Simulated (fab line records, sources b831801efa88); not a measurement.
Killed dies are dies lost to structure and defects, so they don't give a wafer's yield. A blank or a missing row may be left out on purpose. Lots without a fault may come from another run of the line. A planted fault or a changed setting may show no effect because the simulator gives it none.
One fault seen from 2 desks | flow sky130 | each desk has only its own numbers; what lay behind them comes last

THE METROLOGY DESK
What the gauges read, lot by lot, whatever tool the lot ran on: means of the sampled wafers that have a number. A lot is out of limits, marked OUT, if its mean lies more than 4 standard deviations from the usual mean; the brackets give that distance.
Columns: A = SPACER_CVD_00_THK at SKY_SPACER_THK_MEAS_01, usual 42.6 nm; B = cd_nm at SKY_POLY_CUT_CD_MEAS_08, usual 269.4 nm; C = POLY_CUT_OVL at SKY_POLY_CUT_OVL_MEAS_09, usual -7 nm
lot  | first seen here | A    | B     | C
L382 | day 23 14:50    | 42.4 | 268.5 | -2
L389 | day 26 07:51    | 42.9 | 268.0 | -11
L398 | day 29 09:56    | 42.7 | 269.9 | -1
L399 | day 29 20:15    | 42.7 | 270.3 | -1
L401 | day 30 14:58    | 42.3 | 270.9 | -8
This desk's finding: nothing out of limits on any of the 5 lots.

THE TOOL OWNER'S DESK: rie_diel-01
The tool's own readings at SKY_POLY_CUT_ETCH_10 (etches BARC in N2/H2, stops on SiO2, time 45.9 s, target depth 60 nm): means of the sampled wafers that have a number, for each lot that ran on this tool. A lot is out of limits, marked OUT, if its mean lies more than 4 standard deviations from the usual mean; the brackets give that distance.
Columns: A = drypump_motor_current_A at SKY_POLY_CUT_ETCH_10, usual 5.8 A; B = oes_product_au at SKY_POLY_CUT_ETCH_10, usual 0.855 a.u.; C = throttle_valve_pct at SKY_POLY_CUT_ETCH_10, usual 13.226 %
lot  | first seen here | A   | B     | C
L382 | day 24 20:20    | 6.1 | 0.855 | 13.224
L398 | day 30 14:38    | 6.5 | 0.853 | 13.228
This desk's finding: nothing out of limits on any of the 2 lots.

PUT TOGETHER
The metrology desk saw nothing out of limits.
The tool owner's desk saw nothing out of limits.

WHAT THE SIMULATOR HAD PUT IN
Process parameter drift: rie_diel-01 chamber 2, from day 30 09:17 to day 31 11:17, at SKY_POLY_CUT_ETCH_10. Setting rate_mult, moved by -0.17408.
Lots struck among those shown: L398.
